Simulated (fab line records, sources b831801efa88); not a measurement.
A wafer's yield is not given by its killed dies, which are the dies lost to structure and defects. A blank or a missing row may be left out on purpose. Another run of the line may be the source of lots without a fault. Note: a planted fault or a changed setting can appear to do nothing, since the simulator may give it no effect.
fab line records	flow sky130
record: lots: 13	wafers: 39	lastDay: 50
route steps=708 shown LDD_HVP@287 SD_P@328 RES_XHIGH@334 PAD_OPEN@708
lots with no fault: from the same line, run without faults
startH: hours from the record's opening day to when the first of the lot's shown wafers began	waitH: hours from the lot's prior step to this one	" repeats the value in the row above	L1.1+2: several wafers, shown together as one row	- no value, or no start was given	* or withheld: withheld	< > ~ a bound
route shown NAME@n: names a module that has steps shown in the file, with the first one's number in the route	usual: mean/standard deviation of fault-free wafers	same: alike in all rows	chamber/n: place in a boat	sites: the reading at each site	_std_site: standard deviation of those values	_edge_site: mean of outer sites minus mean of inner sites	radiusMm: how far each site lies from the wafer's centre	mask NAME#n: copy n	behind: the tool/chamber that last shaped the wafer	hold: why the lot went on hold/how many hours it stayed there/how the hold came to an end	device: which transistor (n, p or np) failed to switch	end of line: the tests these same wafers got at the end of their route	a step without rows: its recipe alone	killed: dies that structure and defects cost at the first sort, which is not the same as the wafer's yield	map: per-die view of a wafer (x killed, . not killed, _ where there is no die)
set.NAME: setting as actually run; set.NAME@STEP: the setting as run at that earlier step	model.NAME: the simulator's own value behind a step, which no gauge read
a sample of lots followed through the steps of the route, with each step as a table and each wafer as a row
services: a tool's chamber out of use, with start hour (startH, from the record's first day; less than 0 if before it), hours out, and reason
== steps ==
step: SKY_LDD_HVP_STRIP_09
recipe: chemistry: O2/N2	powerW: 1400	pressureMtorr: 1500	platenTempC: withheld	o2FlowSccm: 3000	n2FlowSccm: 300	overashFraction: 0.5
usual: drypumpMotorCurrentA: 5.9/0.49	oesProductAu: 0.409/0.0044	stripTimeToEndpointS: 4.141/0.015
lot.wafer	tool	chamber	startH	waitH	drypumpMotorCurrentA	oesProductAu	rfHoursCounterH	stripTimeToEndpointS
L992.1	plasmaAsher-03	0	498.39	0.1	5.7	0.409	70	4.178
L992.3	"	1	"	"	5.7	0.416	-	4.159
L992.4	"	0	"	"	5.7	0.407	-	4.152
L994.1	plasmaAsher-01	0	513.79	0.1	5.9	0.408	38	4.132
L994.3	"	0	"	"	5.9	0.411	-	4.129
L994.5	"	0	"	"	5.9	0.408	-	4.140
L995.1	plasmaAsher-03	0	528.73	0.1	5.7	0.408	73	4.162
L995.2	"	1	"	"	5.7	0.409	73	4.143
L995.3	"	0	"	"	5.7	0.409	-	4.148
L998.2	plasmaAsher-01	0	548.64	0.1	5.9	0.404	42	4.133
L998.3	"	0	"	"	5.9	0.408	-	4.130
L998.6	"	0	"	"	5.9	0.403	-	4.126
L999.2	plasmaAsher-02	1	559.18	0.1	5.8	0.404	12	4.148
L999.5	"	0	"	"	6.8	0.407	-	4.140
L999.6	"	1	"	"	5.8	0.409	-	4.148
L102.4	plasmaAsher-02	0	581.58	0.1	6.7	0.413	-	4.125
L102.5	"	0	"	"	6.8	0.408	-	4.135
L102.6	"	1	"	"	5.8	0.410	-	4.129
L103.2	plasmaAsher-01	1	590.49	0.1	5.2	0.413	46	4.157
L103.3	"	1	"	"	5.2	0.414	-	4.131
L103.6	"	1	"	"	5.2	0.410	-	4.150
L104.1	plasmaAsher-01	1	597.79	0.1	5.2	0.411	47	4.131
L104.2	"	0	"	"	5.9	0.400	47	4.145
L104.3	"	0	"	"	5.9	0.407	-	4.130
L105.1	plasmaAsher-03	1	616.39	0.1	5.7	0.403	80	4.144
L105.3	"	1	"	"	5.7	0.402	-	4.155
L105.6	"	0	"	"	5.7	0.413	-	4.141
L106.1	plasmaAsher-02	0	623.19	0.1	6.8	0.409	19	4.148
L106.2	"	1	"	"	5.7	0.413	19	4.147
L106.4	"	0	"	"	6.8	0.410	-	4.160
L109.1	plasmaAsher-01	1	640.68	0.1	5.2	0.404	52	4.122
L109.2	"	0	"	"	5.9	0.411	52	4.128
L109.4	"	1	"	"	5.2	0.408	-	4.114
L110.3	plasmaAsher-02	1	650.58	0.1	5.8	0.412	-	4.131
L110.4	"	0	"	"	6.8	0.414	-	4.140
L110.5	"	1	"	"	5.8	0.414	-	4.127
L114.4	plasmaAsher-03	0	679.63	0.1	5.7	0.416	-	4.120
L114.5	"	0	"	"	5.7	0.407	-	4.118
L114.6	"	1	"	"	5.7	0.402	-	4.134
step: SKY_LDD_HVP_TW_MEAS_10
usual: LDD_HVP_TW: 455/3.6
lot.wafer	tool	chamber	startH	waitH	LDD_HVP_TW
L992.1	filmMetro-03	-	498.49	0.1	459
L992.3	"	-	"	"	460
L992.4	"	-	"	"	459
L994.1	filmMetro-03	-	513.89	0.1	456
L994.3	"	-	"	"	458
L994.5	"	-	"	"	459
L995.1	filmMetro-03	-	528.83	0.1	459
L995.2	"	-	"	"	457
L995.3	"	-	"	"	457
L998.2	filmMetro-03	-	548.75	0.1	455
L998.3	"	-	"	"	458
L998.6	"	-	"	"	455
L999.2	filmMetro-02	-	559.29	0.1	455
L999.5	"	-	"	"	456
L999.6	"	-	"	"	454
L102.4	filmMetro-03	-	581.68	0.1	462
L102.5	"	-	"	"	460
L102.6	"	-	"	"	460
L103.2	filmMetro-04	-	590.60	0.1	451
L103.3	"	-	"	"	453
L103.6	"	-	"	"	451
L104.1	filmMetro-04	-	597.89	0.1	453
L104.2	"	-	"	"	450
L104.3	"	-	"	"	449
L105.1	filmMetro-04	-	616.49	0.1	452
L105.3	"	-	"	"	453
L105.6	"	-	"	"	453
L106.1	filmMetro-03	-	623.29	0.1	460
L106.2	"	-	"	"	458
L106.4	"	-	"	"	461
L109.1	filmMetro-02	-	640.78	0.1	453
L109.2	"	-	"	"	455
L109.4	"	-	"	"	454
L110.3	filmMetro-04	-	650.67	0.1	451
L110.4	"	-	"	"	453
L110.5	"	-	"	"	451
L114.4	filmMetro-03	-	679.73	0.1	462
L114.5	"	-	"	"	459
L114.6	"	-	"	"	459
step: SKY_SD_P_OVL_MEAS_08
usual: SD_P_OVL: -0.1/1.4
lot.wafer	tool	chamber	startH	waitH	SD_P_OVL[nm]
L992.1	overlay-02	-	590.13	0.1	1.7
L992.3	"	-	"	"	0.3
L992.4	"	-	"	"	0.3
L994.1	overlay-02	-	607.56	0.1	-1.9
L994.3	"	-	"	"	-1.5
L994.5	"	-	"	"	-3.4
L995.1	overlay-02	-	621.23	0.1	-0.4
L995.2	"	-	"	"	0.0
L995.3	"	-	"	"	0.3
L998.2	overlay-02	-	638.02	0.1	1.8
L998.3	"	-	"	"	2.8
L998.6	"	-	"	"	0.5
L999.2	overlay-01	-	648.92	0.1	0.3
L999.5	"	-	"	"	0.1
L999.6	"	-	"	"	-1.1
L102.4	overlay-01	-	669.35	0.1	-0.7
L102.5	"	-	"	"	-1.3
L102.6	"	-	"	"	0.2
L103.2	overlay-02	-	677.83	0.1	1.2
L103.3	"	-	"	"	1.8
L103.6	"	-	"	"	2.2
L104.1	overlay-01	-	682.68	0.1	-1.0
L104.2	"	-	"	"	-0.1
L104.3	"	-	"	"	0.7
L105.1	overlay-01	-	729.89	0.1	1.1
L105.3	"	-	"	"	-0.6
L105.6	"	-	"	"	1.8
L106.1	overlay-01	-	730.06	0.1	1.2
L106.2	"	-	"	"	1.5
L106.4	"	-	"	"	0.8
L109.1	overlay-01	-	730.48	0.1	-3.0
L109.2	"	-	"	"	-0.9
L109.4	"	-	"	"	-1.6
L110.3	overlay-02	-	735.50	0.1	-1.8
L110.4	"	-	"	"	0.7
L110.5	"	-	"	"	-1.4
L114.4	overlay-02	-	766.63	0.1	0.7
L114.5	"	-	"	"	1.5
L114.6	"	-	"	"	1.0
step: SKY_RES_XHIGH_COAT_02
recipe: resist: NOVOLAK	spinRpm: 3000	resistThkNm: 1140
usual: chillPlateTempC: 23.02/0.11	dispensePressureKPa: 51.7/2.8	spinSpeedRpm: 3000.3/2.4
lot.wafer	tool	chamber	startH	waitH	chillPlateTempC	dispensePressureKPa	spinSpeedRpm
L992.1	lithoTrack-01	0	605.01	0.1	22.80	55.1	2999.1
L992.3	"	0	"	"	22.85	55.1	2999.5
L992.4	"	0	"	"	22.98	55.1	3001.0
L994.1	lithoTrack-01	0	622.31	0.1	22.99	55.1	3003.1
L994.3	"	0	"	"	22.95	55.2	2997.8
L994.5	"	0	"	"	22.97	55.2	2998.9
L995.1	lithoTrack-04	0	635.26	0.1	22.89	48.7	3002.7
L995.2	"	0	"	"	22.93	48.7	2997.0
L995.3	"	0	"	"	22.86	48.7	3001.4
L998.2	lithoTrack-03	0	652.12	0.1	23.08	52.2	3001.1
L998.3	"	0	"	"	22.93	52.2	3005.4
L998.6	"	0	"	"	22.93	52.2	2999.9
L999.2	lithoTrack-01	0	662.64	0.1	23.09	55.2	3002.1
L999.5	"	0	"	"	23.08	55.1	2993.2
L999.6	"	0	"	"	22.94	55.1	3000.0
L102.4	lithoTrack-04	0	680.78	0.1	22.92	48.7	3074.0
L102.5	"	0	"	"	23.04	48.7	3074.2
L102.6	"	0	"	"	22.98	48.6	3071.9
L103.2	lithoTrack-04	0	693.43	0.1	23.12	48.7	3071.3
L103.3	"	0	"	"	23.02	48.7	3066.5
L103.6	"	0	"	"	23.07	48.7	3071.1
L104.1	lithoTrack-03	0	697.79	0.1	22.94	52.2	3000.8
L104.2	"	0	"	"	22.95	52.2	2999.1
L104.3	"	0	"	"	22.97	52.2	3000.0
L105.1	lithoTrack-03	0	742.74	0.1	23.16	52.2	3000.8
L105.3	"	0	"	"	23.16	52.2	3001.9
L105.6	"	0	"	"	23.19	52.2	2998.2
L106.1	lithoTrack-03	0	743.34	0.1	22.89	52.2	2997.8
L106.2	"	0	"	"	22.94	52.2	2999.8
L106.4	"	0	"	"	22.81	52.2	2999.1
L109.1	lithoTrack-01	0	744.26	0.1	22.99	55.1	3002.0
L109.2	"	0	"	"	22.88	55.1	2999.8
L109.4	"	0	"	"	23.00	55.1	2998.5
L110.3	lithoTrack-01	0	749.01	0.1	22.90	55.1	3004.2
L110.4	"	0	"	"	22.94	55.1	3002.9
L110.5	"	0	"	"	23.05	55.1	3001.5
L114.4	lithoTrack-01	0	780.24	0.1	23.09	55.1	3000.6
L114.5	"	0	"	"	23.18	55.1	3002.2
L114.6	"	0	"	"	23.15	55.1	3001.7
step: SKY_PAD_OPEN_PROBE_99
usual: killed_at_M0_to_M3: 44/6.5	killed_at_M4_up: 2.9/1.7	killedAtContacts: 24/5.7	killedAtFrontEnd: 16/4.4	killedAtOther: 0.2/0.48	killedDies: 87/9.6	killedOpen: 48/6.7	killedShort: 38/6.2
same: grossDies: 492	killedAtBackSide: 0
lot.wafer	tool	chamber	startH	waitH	killed_at_M0_to_M3	killed_at_M4_up	killedAtContacts	killedAtFrontEnd	killedAtOther	killedDies	killedOpen	killedShort
L992.1	prober-02	-	1084.56	0.1	51	5	18	14	0	88	57	31
L992.3	prober-02	-	1084.66	0.2	50	4	20	15	0	89	54	35
L992.4	prober-02	-	1084.71	0.2	48	1	21	17	0	87	56	29
L994.1	prober-02	-	1088.71	0.1	42	2	21	22	1	88	43	45
L994.3	prober-02	-	1088.81	0.2	33	3	18	13	0	67	32	35
L994.5	prober-02	-	1088.91	0.2	40	3	37	21	0	101	59	42
L995.1	prober-02	-	1100.56	0.1	48	4	26	25	2	105	50	54
L995.2	prober-02	-	1100.61	0.1	39	4	29	28	0	100	52	47
L995.3	prober-02	-	1100.66	0.2	54	5	17	18	0	94	57	37
L998.2	prober-01	-	1112.02	0.1	48	0	27	14	0	89	60	29
L998.3	prober-01	-	1112.07	0.2	51	3	42	18	0	114	63	51
L998.6	prober-01	-	1112.22	0.2	55	3	23	10	0	91	47	44
L999.2	prober-02	-	1121.78	0.1	47	3	24	11	0	85	54	31
L999.5	prober-02	-	1121.93	0.2	46	2	21	13	0	82	41	41
L999.6	prober-02	-	1121.98	0.2	39	1	23	21	1	85	47	38
L102.4	prober-02	-	1139.93	0.2	37	2	30	11	0	80	43	35
L102.5	prober-02	-	1139.98	0.2	34	3	20	17	0	74	40	33
L102.6	prober-02	-	1140.03	0.2	48	0	36	18	0	102	69	32
L103.2	prober-01	-	1142.40	0.1	53	2	19	7	0	81	45	36
L103.3	prober-01	-	1142.45	0.2	38	3	29	11	0	81	47	34
L103.6	prober-01	-	1142.60	0.2	39	2	25	8	0	74	36	38
L104.2	prober-02	-	1146.87	0.1	53	6	23	11	0	93	56	36
L104.3	prober-02	-	1146.92	0.2	41	3	31	11	0	86	45	40
L105.1	prober-02	-	1177.66	0.1	46	2	17	26	1	92	57	33
L105.3	prober-02	-	1177.76	0.2	41	5	21	20	0	87	47	39
L105.6	prober-02	-	1177.91	0.2	54	3	20	21	0	98	49	49
L106.1	prober-01	-	1178.37	0.1	42	3	22	12	0	79	46	33
L106.2	prober-01	-	1178.42	0.1	37	5	18	13	0	73	41	32
L106.4	prober-01	-	1178.52	0.2	39	3	23	9	1	75	45	30
L109.1	prober-01	-	1180.36	0.1	45	3	24	20	0	92	47	45
L109.2	prober-01	-	1180.41	0.1	37	0	19	11	0	67	36	31
L109.4	prober-01	-	1180.51	0.2	53	3	23	11	0	90	53	37
L110.3	prober-02	-	1182.19	0.2	38	0	21	14	1	74	42	32
L110.4	prober-02	-	1182.24	0.2	33	2	30	18	1	84	49	35
L110.5	prober-02	-	1182.29	0.2	44	2	26	11	0	83	48	35
L114.4	prober-01	-	1201.08	0.2	42	3	21	12	0	78	39	38
L114.5	prober-01	-	1201.13	0.2	45	5	20	13	0	83	48	34
L114.6	prober-01	-	1201.18	0.2	48	2	17	8	0	75	40	35
killed by level:class
L992.1 VIA1:geometricParticle:open=13 VIA2:geometricParticle:open=12 VIA3:geometricParticle:open=8 LI_CONTACT:geometricParticle:open=7 METAL2:geometricParticle:short=7 CONTACT:geometricParticle:open=6 POLY_GATE:geometricParticle:short=4 VIA1:geometricParticle:short=4
L992.3 VIA1:geometricParticle:open=12 CONTACT:geometricParticle:open=8 VIA3:geometricParticle:open=8 METAL2:geometricParticle:short=7 VIA2:geometricParticle:open=6 LI_CONTACT:geometricParticle:open=5 METAL1:geometricParticle:short=5 FIELD_ISO:geometricParticle:short=4
L992.4 VIA1:geometricParticle:open=16 CONTACT:geometricParticle:open=8 VIA3:geometricParticle:open=8 FIELD_ISO:geometricParticle:short=6 LI_CONTACT:geometricParticle:open=6 VIA2:geometricParticle:open=6 VIA1:geometricParticle:short=5 POLY_GATE:geometricParticle:open=4
L994.1 VIA1:geometricParticle:open=10 CONTACT:geometricParticle:open=9 FIELD_ISO:geometricParticle:short=7 FIELD_ISO:geometricParticle:open=7 SPACER:geometricParticle:short=7 VIA2:geometricParticle:open=7 VIA1:geometricParticle:short=5 LOCAL_INTERCONNECT:geometricParticle:short=5
L994.3 VIA2:geometricParticle:short=6 FIELD_ISO:geometricParticle:open=5 LI_CONTACT:geometricParticle:open=5 CONTACT:geometricParticle:open=5 METAL1:geometricParticle:short=5 VIA1:geometricParticle:open=5 LOCAL_INTERCONNECT:geometricParticle:short=4 VIA1:geometricParticle:short=4
L994.5 CONTACT:geometricParticle:open=13 VIA1:geometricParticle:open=11 LI_CONTACT:geometricParticle:open=8 FIELD_ISO:geometricParticle:open=7 CONTACT:geometricParticle:short=7 LOCAL_INTERCONNECT:geometricParticle:short=6 VIA2:geometricParticle:open=6 VIA3:geometricParticle:open=6
L995.1 CONTACT:geometricParticle:open=11 VIA1:geometricParticle:open=11 VIA3:geometricParticle:short=7 METAL2:geometricParticle:short=7 FIELD_ISO:geometricParticle:short=6 POLY_GATE:geometricParticle:short=6 LI_CONTACT:geometricParticle:open=6 LOCAL_INTERCONNECT:geometricParticle:short=6
L995.2 LOCAL_INTERCONNECT:geometricParticle:short=10 POLY_GATE:geometricParticle:open=8 LI_CONTACT:geometricParticle:open=8 VIA1:geometricParticle:open=7 VIA2:geometricParticle:open=7 FIELD_ISO:geometricParticle:short=6 VIA3:geometricParticle:open=6 CONTACT:geometricParticle:short=5
L995.3 VIA1:geometricParticle:open=10 CONTACT:geometricParticle:open=9 METAL1:geometricParticle:short=9 POLY_GATE:geometricParticle:open=7 VIA2:geometricParticle:open=7 FIELD_ISO:geometricParticle:open=6 METAL2:geometricParticle:short=5 LOCAL_INTERCONNECT:geometricParticle:short=4
L998.2 VIA1:geometricParticle:open=14 CONTACT:geometricParticle:open=11 VIA2:geometricParticle:open=11 FIELD_ISO:geometricParticle:open=7 LI_CONTACT:geometricParticle:open=7 LOCAL_INTERCONNECT:geometricParticle:short=5 METAL2:geometricParticle:short=5 METAL1:geometricParticle:short=4
L998.3 VIA1:geometricParticle:open=16 LI_CONTACT:geometricParticle:open=13 CONTACT:geometricParticle:open=12 VIA1:geometricParticle:short=9 VIA2:geometricParticle:open=7 FIELD_ISO:geometricParticle:open=6 LOCAL_INTERCONNECT:geometricParticle:short=6 METAL1:geometricParticle:short=6
L998.6 VIA1:geometricParticle:open=12 CONTACT:geometricParticle:open=10 METAL1:geometricParticle:short=9 METAL2:geometricParticle:short=7 VIA3:geometricParticle:open=6 VIA1:geometricParticle:short=6 VIA2:geometricParticle:open=6 FIELD_ISO:geometricParticle:open=4
L999.2 VIA1:geometricParticle:open=15 CONTACT:geometricParticle:open=12 VIA2:geometricParticle:open=7 METAL2:geometricParticle:short=7 METAL2:geometricParticle:open=5 POLY_GATE:geometricParticle:open=4 LOCAL_INTERCONNECT:geometricParticle:short=4 FIELD_ISO:geometricParticle:open=3
L999.5 CONTACT:geometricParticle:open=10 METAL2:geometricParticle:short=10 METAL1:geometricParticle:short=7 VIA1:geometricParticle:open=6 VIA2:geometricParticle:open=6 VIA2:geometricParticle:short=5 POLY_GATE:geometricParticle:open=4 LI_CONTACT:geometricParticle:open=4
L999.6 VIA1:geometricParticle:open=9 CONTACT:geometricParticle:open=8 POLY_GATE:geometricParticle:open=7 METAL2:geometricParticle:short=7 LI_CONTACT:geometricParticle:open=6 VIA1:geometricParticle:short=6 FIELD_ISO:geometricParticle:open=5 VIA2:geometricParticle:open=4
L102.4 VIA1:geometricParticle:open=10 CONTACT:geometricParticle:short=9 LI_CONTACT:geometricParticle:open=9 CONTACT:geometricParticle:open=6 VIA3:geometricParticle:open=6 VIA1:geometricParticle:short=5 METAL2:geometricParticle:short=5 POLY_GATE:geometricParticle:open=4
L102.5 CONTACT:geometricParticle:open=12 VIA1:geometricParticle:open=9 VIA3:geometricParticle:open=5 FIELD_ISO:geometricParticle:short=4 VIA3:geometricParticle:short=4 LI_CONTACT:geometricParticle:open=4 CONTACT:geometricParticle:short=4 METAL2:geometricParticle:short=4
L102.6 VIA3:geometricParticle:open=15 CONTACT:geometricParticle:open=12 VIA1:geometricParticle:open=12 LI_CONTACT:geometricParticle:open=9 CONTACT:geometricParticle:short=8 FIELD_ISO:geometricParticle:open=6 VIA1:geometricParticle:short=5 VIA2:geometricParticle:open=5
L103.2 CONTACT:geometricParticle:open=13 METAL1:geometricParticle:short=9 VIA3:geometricParticle:open=8 VIA1:geometricParticle:open=8 VIA1:geometricParticle:short=6 VIA2:geometricParticle:open=6 VIA2:geometricParticle:short=5 METAL3:geometricParticle:short=4
L103.3 LI_CONTACT:geometricParticle:open=11 CONTACT:geometricParticle:open=8 METAL1:geometricParticle:short=7 VIA1:geometricParticle:open=7 LOCAL_INTERCONNECT:geometricParticle:short=6 VIA2:geometricParticle:open=6 VIA2:geometricParticle:short=5 FIELD_ISO:geometricParticle:open=3
L103.6 LI_CONTACT:geometricParticle:open=7 VIA2:geometricParticle:open=6 LI_CONTACT:geometricParticle:short=5 CONTACT:geometricParticle:open=5 METAL1:geometricParticle:short=5 METAL2:geometricParticle:short=5 VIA3:geometricParticle:open=5 POLY_GATE:geometricParticle:open=4
L104.2 VIA1:geometricParticle:open=12 VIA2:geometricParticle:open=12 CONTACT:geometricParticle:open=10 LOCAL_INTERCONNECT:geometricParticle:short=5 METAL1:geometricParticle:short=5 METAL2:geometricParticle:short=5 VIA3:geometricParticle:open=5 LI_CONTACT:geometricParticle:open=4
L104.3 CONTACT:geometricParticle:open=13 VIA2:geometricParticle:open=8 METAL2:geometricParticle:short=8 LI_CONTACT:geometricParticle:open=7 CONTACT:geometricParticle:short=6 POLY_GATE:geometricParticle:short=5 METAL1:geometricParticle:short=5 METAL2:geometricParticle:open=4
L105.1 VIA1:geometricParticle:open=19 FIELD_ISO:geometricParticle:open=8 VIA3:geometricParticle:open=7 LOCAL_INTERCONNECT:geometricParticle:short=6 CONTACT:geometricParticle:open=6 VIA2:geometricParticle:open=6 VIA1:geometricParticle:short=5 FIELD_ISO:geometricParticle:short=4
L105.3 VIA1:geometricParticle:open=12 CONTACT:geometricParticle:open=10 VIA2:geometricParticle:open=6 FIELD_ISO:geometricParticle:short=5 VIA3:geometricParticle:open=5 FIELD_ISO:geometricParticle:open=4 POLY_GATE:geometricParticle:short=4 METAL4:geometricParticle:short=4
L105.6 CONTACT:geometricParticle:open=14 METAL2:geometricParticle:short=10 VIA2:geometricParticle:short=7 VIA1:geometricParticle:open=6 VIA3:geometricParticle:open=6 VIA2:geometricParticle:open=6 POLY_GATE:geometricParticle:short=5 FIELD_ISO:geometricParticle:open=4
L106.1 VIA2:geometricParticle:open=9 VIA1:geometricParticle:open=7 VIA3:geometricParticle:open=6 LI_CONTACT:geometricParticle:open=6 CONTACT:geometricParticle:open=6 METAL2:geometricParticle:short=6 FIELD_ISO:geometricParticle:open=4 LOCAL_INTERCONNECT:geometricParticle:short=4
L106.2 VIA3:geometricParticle:open=8 CONTACT:geometricParticle:open=7 METAL1:geometricParticle:short=7 FIELD_ISO:geometricParticle:short=6 LI_CONTACT:geometricParticle:open=6 VIA2:geometricParticle:open=6 VIA1:geometricParticle:open=5 POLY_GATE:geometricParticle:open=3
L106.4 VIA1:geometricParticle:open=12 CONTACT:geometricParticle:open=9 METAL1:geometricParticle:short=6 METAL2:geometricParticle:short=6 VIA3:geometricParticle:open=6 FIELD_ISO:geometricParticle:open=5 LI_CONTACT:geometricParticle:open=5 LOCAL_INTERCONNECT:geometricParticle:short=4
L109.1 VIA1:geometricParticle:open=11 LI_CONTACT:geometricParticle:open=9 CONTACT:geometricParticle:open=9 METAL2:geometricParticle:short=7 VIA2:geometricParticle:open=7 FIELD_ISO:geometricParticle:short=6 METAL1:geometricParticle:short=6 VIA1:geometricParticle:short=6
L109.2 VIA1:geometricParticle:open=10 CONTACT:geometricParticle:open=8 VIA1:geometricParticle:short=5 METAL2:geometricParticle:short=5 LI_CONTACT:geometricParticle:open=4 METAL1:geometricParticle:short=4 CONTACT:geometricParticle:short=4 VIA2:geometricParticle:open=3
L109.4 VIA1:geometricParticle:open=11 CONTACT:geometricParticle:open=10 VIA3:geometricParticle:open=9 LI_CONTACT:geometricParticle:open=7 METAL1:geometricParticle:short=6 VIA2:geometricParticle:open=6 LOCAL_INTERCONNECT:geometricParticle:short=4 VIA3:geometricParticle:short=4
L110.3 CONTACT:geometricParticle:open=8 LI_CONTACT:geometricParticle:open=6 VIA1:geometricParticle:open=6 VIA2:geometricParticle:open=5 FIELD_ISO:geometricParticle:short=4 POLY_GATE:geometricParticle:open=4 CONTACT:geometricParticle:short=4 METAL1:geometricParticle:short=4
L110.4 CONTACT:geometricParticle:open=13 METAL2:geometricParticle:short=9 VIA3:geometricParticle:open=9 POLY_GATE:geometricParticle:open=7 LI_CONTACT:geometricParticle:open=7 LI_CONTACT:geometricParticle:short=5 POLY_GATE:geometricParticle:short=4 LOCAL_INTERCONNECT:geometricParticle:short=4
L110.5 LI_CONTACT:geometricParticle:open=10 VIA1:geometricParticle:open=10 CONTACT:geometricParticle:open=9 VIA3:geometricParticle:open=8 METAL3:geometricParticle:short=6 METAL1:geometricParticle:short=6 FIELD_ISO:geometricParticle:short=4 VIA2:geometricParticle:open=4
L114.4 CONTACT:geometricParticle:open=9 VIA1:geometricParticle:open=9 VIA3:geometricParticle:open=8 METAL1:geometricParticle:short=7 CONTACT:geometricParticle:short=5 METAL2:geometricParticle:short=5 FIELD_ISO:geometricParticle:open=4 VIA1:geometricParticle:short=4
L114.5 VIA1:geometricParticle:open=10 VIA3:geometricParticle:open=9 METAL2:geometricParticle:short=8 CONTACT:geometricParticle:open=7 VIA2:geometricParticle:open=5 FIELD_ISO:geometricParticle:open=4 FIELD_ISO:geometricParticle:short=4 LI_CONTACT:geometricParticle:short=4
L114.6 VIA1:geometricParticle:open=9 VIA3:geometricParticle:open=7 METAL2:geometricParticle:short=6 CONTACT:geometricParticle:open=6 METAL1:geometricParticle:short=6 VIA1:geometricParticle:short=5 METAL3:geometricParticle:short=5 LOCAL_INTERCONNECT:geometricParticle:open=4
== services ==
tool	chamber	startH	hours	kind
plasmaAsher-01	-	521.06	1.4	repair
plasmaAsher-03	-	532.04	1.2	repair
plasmaAsher-03	-	546.80	15.6	pm
plasmaAsher-03	-	620.85	22.9	repair
plasmaAsher-03	-	688.47	2.8	pm
plasmaAsher-02	-	750.00	4.3	pm
== key ==
firstSign: step: SKY_RES_XHIGH_COAT_02	reading: spinSpeedRpm	direction: up	sigmas: 30	usual: 3000.3	struck: 3071.5
effect none on later readings
metAt SKY_RES_XHIGH_COAT_02
struckLots L102,L103
testerLeftOut L102,L103
notActingAt SKY_LDD_HVP_STRIP_09,SKY_LDD_HVP_TW_MEAS_10,SKY_SD_P_OVL_MEAS_08
onsetBetween 635.26 680.78
fault: kind: processParameterDrift	tool: lithoTrack-04	chamber: -	onsetH: 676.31	steps: SKY_RES_XHIGH_COAT_02	channel: spinRpm	offset: 71.068	shape: step	endH: 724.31	actsIn: theseRecipesOnly	stated: 3000
testerLeftOut: of these lots the tester's yield and bins aren't shown, on N5 and GAA mostly nor the transistor test; their killed dies are dies lost to structure and defects alone, not to doping, threshold or leakage, so they don't give the yield
